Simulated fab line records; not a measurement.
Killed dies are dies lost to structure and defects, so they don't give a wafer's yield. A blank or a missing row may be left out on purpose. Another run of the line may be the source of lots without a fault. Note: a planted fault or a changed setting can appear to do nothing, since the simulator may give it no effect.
A lot that was struck, set against a sound lot -- flow sky130 -- 30 steps out of a route of 708
Sound: wafers L654.1, L654.3, L654.6. Wafers struck: L657.2, L657.3, L657.5. At the end, the cause is stated.
For every step that has rows: the tool of each side, followed by ch and its chambers, followed by its first start. Under that, the readings that differ: sound wafers -- struck wafers -- difference of the means -- sigmas: that difference in standard deviations of wafers without a fault.
alike: words and numbers the same on both sides, and readings whose means are apart by under 2 such deviations; not compared: readings that were withheld, readings missing a value for some wafer, numbers with overlapping values and no deviation given by the record, and bounds like >300 which may hide the same value.
Wherever a step has rows on one side only, a row that says differs or no value, or a row with sigmas, the two part there. Non-overlapping numbers with no deviation appear without sigmas and do not part them. A reading missing from all wafers of one side parts the sides only when that side holds two or more wafers.

SKY_PWDE_STRIP_09: strips in O2/N2.
  sound on plasma_asher-01 ch 0,1, day 5 14:06; struck on plasma_asher-01 ch 0,1, day 6 04:18
  alike: drypump_motor_current_A, oes_product_au, strip_time_to_endpoint_s
  not compared: rf_hours_counter_h
SKY_PWDE_TW_MEAS_10:
  sound on film_metro-03, day 5 14:12; struck on film_metro-02, day 6 04:25
  alike: PWDE_TW
then, 7 steps without rows for these wafers: SKY_NWELL_DEHYDRATE_03 (time 60 s); SKY_NWELL_HMDS_04 (prime time 60 s); SKY_NWELL_COAT_05 (resist thk 3000 nm); SKY_NWELL_SOFTBAKE_06; SKY_NWELL_EXPOSE_07 (exposes mask NWM, target cd 840 nm); SKY_NWELL_PEB_08; SKY_NWELL_DEVELOP_09 (develop time 60 s).
SKY_NWELL_OVL_MEAS_10:
  sound on overlay-01, day 6 07:37; struck on overlay-02, day 6 23:44
  alike: NWELL_00_OVL
then, 2 steps without rows for these wafers: SKY_NWELL_IMPLANT_11; SKY_NWELL_IMPLANT_12.
SKY_NWELL_IMPLANT_13:
  sound on implanter-04 ch 0, day 6 08:09; struck on implanter-03 ch 0, day 7 00:06
reading,sound,struck,difference,sigmas
dose_ions_cm2,7.006e+11 7.019e+11 7.005e+11,5.095e+11 5.085e+11 5.084e+11,-1.922e+11,-99 or more
faraday_current_uA,4.01 3.88 4.00,2.89 2.86 2.82,-1.11,-15
SKY_NWELL_STRIP_14: strips in O2/N2.
  sound on plasma_asher-02 ch 0,1, day 6 08:18; struck on plasma_asher-01 ch 0,1, day 7 00:13
  alike: drypump_motor_current_A, oes_product_au, strip_time_to_endpoint_s
  not compared: rf_hours_counter_h
SKY_NWELL_TW_MEAS_15:
  sound on film_metro-02, day 6 08:24; struck on film_metro-02, day 7 00:20
  alike: NWELL_TW
then, 7 steps without rows for these wafers: SKY_NWELL_DEHYDRATE_16 (time 60 s); SKY_NWELL_HMDS_17 (prime time 60 s); SKY_NWELL_COAT_18 (resist thk 3000 nm); SKY_NWELL_SOFTBAKE_19; SKY_NWELL_EXPOSE_20 (exposes mask NWM COMPLEMENT, target cd 840 nm); SKY_NWELL_PEB_21; SKY_NWELL_DEVELOP_22 (develop time 60 s).
SKY_NWELL_OVL_MEAS_23:
  sound on overlay-02, day 7 03:34; struck on overlay-02, day 7 18:34
  alike: NWELL_01_OVL
following that, these wafers have no rows for 1 step: SKY_NWELL_IMPLANT_24.
SKY_NWELL_STRIP_25: strips in O2/N2.
  sound on plasma_asher-01 ch 1, day 7 03:45; struck on plasma_asher-02 ch 0,1, day 7 18:45
  alike: drypump_motor_current_A, oes_product_au, strip_time_to_endpoint_s
  not compared: rf_hours_counter_h
SKY_NWELL_TW_MEAS_26:
  sound on film_metro-01, day 7 03:51; struck on film_metro-03, day 7 18:52
  alike: NWELL_2_TW
then, 1 step without rows for these wafers: SKY_NWELL_CLEAN_27 (cleans in SC1/SC2, time 150 s).
SKY_NWELL_RTA_28: time 30 s.
  sound on rtp_anneal-01 ch 0, day 7 03:58; struck on rtp_anneal-02 ch 0, day 7 18:58
  alike: anneal_temp_c_max, lamp_power_pct, wafer_temp_C_max
SKY_NWELL_RS_MEAS_29: a four-point-probe measurement.
  sound on film_metro-01, day 7 04:04; struck on film_metro-01, day 7 19:05
reading,sound,struck,difference,sigmas
NWELL_RS (ohm/sq),624.1 624.7 621.9,631.6 632.1 633.5,+8.8,+5
-- the record jumps here: 41 days lie between the struck wafers' starts before and after (it left off in module NWELL and takes up again in module PAD_OPEN, whose first step shown is number 708 of the route) --
SKY_PAD_OPEN_PROBE_99:
  sound on prober-01, day 47 14:21; struck on prober-01, day 48 09:14
reading,sound,struck,difference,sigmas
killed_at_other,0 0 0,1 1 1,+1,+2
model.etest.pfet_g5v0d10v5.r_on_ohm_um,4820 4911 4912,4756 4786 4769,-111,
model.etest.pfet_g5v0d10v5.drive_ua_um,333.5 324.7 324.3,336.9 336.1 336.3,+8.9,
model.etest.pfet_01v8_lvt.drive_ua_um,172 171.3 170.2,182.4 182 181.5,+10.8,
model.etest.pfet_g5v0d10v5.off_log10_a_um,-12.77 -12.95 -12.72,-11.29 -11.13 -11.01,+1.67,
model.etest.pfet_01v8_lvt.off_log10_a_um,-9.042 -9.218 -9.122,-8.183 -8.348 -8.385,+0.822,
model.etest.pfet_g5v0d10v5.vt_sat_v (V),-0.6614 -0.6688 -0.648,-0.5317 -0.4973 -0.4925,+0.1522,
model.etest.pfet_16v.vt_v (V),-1.125 -1.13 -1.13,-0.9955 -0.9974 -1.005,+0.1290,
model.etest.pfet_g5v0d10v5.vt_v (V),-0.8555 -0.8616 -0.8433,-0.7675 -0.7284 -0.7322,+0.1108,
  alike: killed_at_M0_to_M3, killed_at_M4_up, killed_at_contacts, killed_at_front_end, killed_dies, killed_open, killed_short

## WHERE THEY PART
Earliest at SKY_NWELL_IMPLANT_13; latest, in this record, at SKY_PAD_OPEN_PROBE_99.

WHY: what the simulator had put in
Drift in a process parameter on implanter-03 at SKY_NWELL_IMPLANT_13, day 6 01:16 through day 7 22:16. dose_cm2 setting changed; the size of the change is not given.
